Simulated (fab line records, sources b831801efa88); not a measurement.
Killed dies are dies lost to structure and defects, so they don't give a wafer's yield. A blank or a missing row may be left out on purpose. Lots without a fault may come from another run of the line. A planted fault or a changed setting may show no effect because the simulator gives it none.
One fault seen from 2 desks | flow gf180mcu | each desk has only its own numbers; what lay behind them comes last

THE METROLOGY DESK
What the gauges read, lot by lot, whatever tool the lot ran on: means of the sampled wafers that have a number. A lot is out of limits, marked OUT, if its mean lies more than 4 standard deviations from the usual mean; the brackets give that distance.
Columns: A = CONTACT_CVD_00_THK at GF_CONTACT_THK_MEAS_01, usual 300.4 nm; B = cd_nm at GF_CONTACT_CD_MEAS_14, usual 220.3 nm; C = M1_ALCU_RS at GF_M1_RS_MEAS_05, usual 0.0699 ohm/sq
lot  | first seen here | A     | B     | C
L648 | day 16 03:50    | 304.1 | 218.6 | 0.0694
L649 | day 16 13:25    | 299.2 | 219.6 | 0.0696
L650 | day 16 22:10    | 304.5 | 219.6 | 0.0692
L651 | day 17 08:55    | 302.9 | 223.9 | 0.0687
L652 | day 17 18:58    | 296.5 | 218.1 | 0.0696
L653 | day 18 04:10    | 298.6 | 220.8 | 0.0695
L654 | day 18 15:12    | 301.4 | 219.1 | 0.0694
L657 | day 19 22:03    | 300.2 | 220.4 | 0.0698
L662 | day 21 10:09    | 302.2 | 219.4 | 0.0680
L664 | day 22 03:49    | 303.4 | 218.4 | 0.0679
L667 | day 23 01:42    | 303.3 | 219.3 | 0.0695
L668 | day 23 13:00    | 297.2 | 221.2 | 0.0703
This desk's finding: nothing out of limits on any of the 12 lots.

THE TOOL OWNER'S DESK: pvd_sputter-04
The tool's own readings at GF_M1_SPUTTER_02 (material AlCu, target thk 450 nm, time 23.9 s): means of the sampled wafers that have a number, for each lot that ran on this tool. A lot is out of limits, marked OUT, if its mean lies more than 4 standard deviations from the usual mean; the brackets give that distance.
Columns: A = cathode_dc_power_W at GF_M1_SPUTTER_02, usual 10600 W; B = throttle_valve_pct at GF_M1_SPUTTER_02, usual 30.3 %
lot  | first seen here | A                       | B
L649 | day 17 14:54    | 10599                   | 30.4
L652 | day 18 20:32    | 10600                   | 30.3
L662 | day 22 11:33    | 10872 (+99 or more) OUT | 30.4
L664 | day 23 04:46    | 10870 (+99 or more) OUT | 30.3
This desk's finding: out of limits on L662, L664; first on L662, day 22 11:33 (cathode_dc_power_W at GF_M1_SPUTTER_02). In limits: L649, L652.

PUT TOGETHER
The tool owner's desk could have raised an alarm at day 22 11:33, on L662, L664.
The metrology desk saw nothing out of limits.
The metrology desk has L662, L664 on record, within its limits.
Of the lots named, all ran GF_M1_SPUTTER_02 on pvd_sputter-04.

WHAT THE SIMULATOR HAD PUT IN
Process parameter drift: pvd_sputter-04, from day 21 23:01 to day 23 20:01, at GF_M1_SPUTTER_02. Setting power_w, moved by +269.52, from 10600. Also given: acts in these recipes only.
Lots struck among those shown: L662, L664.
Hours from the fault's start to each desk's first reading out of limits: the tool owner's desk, 13.
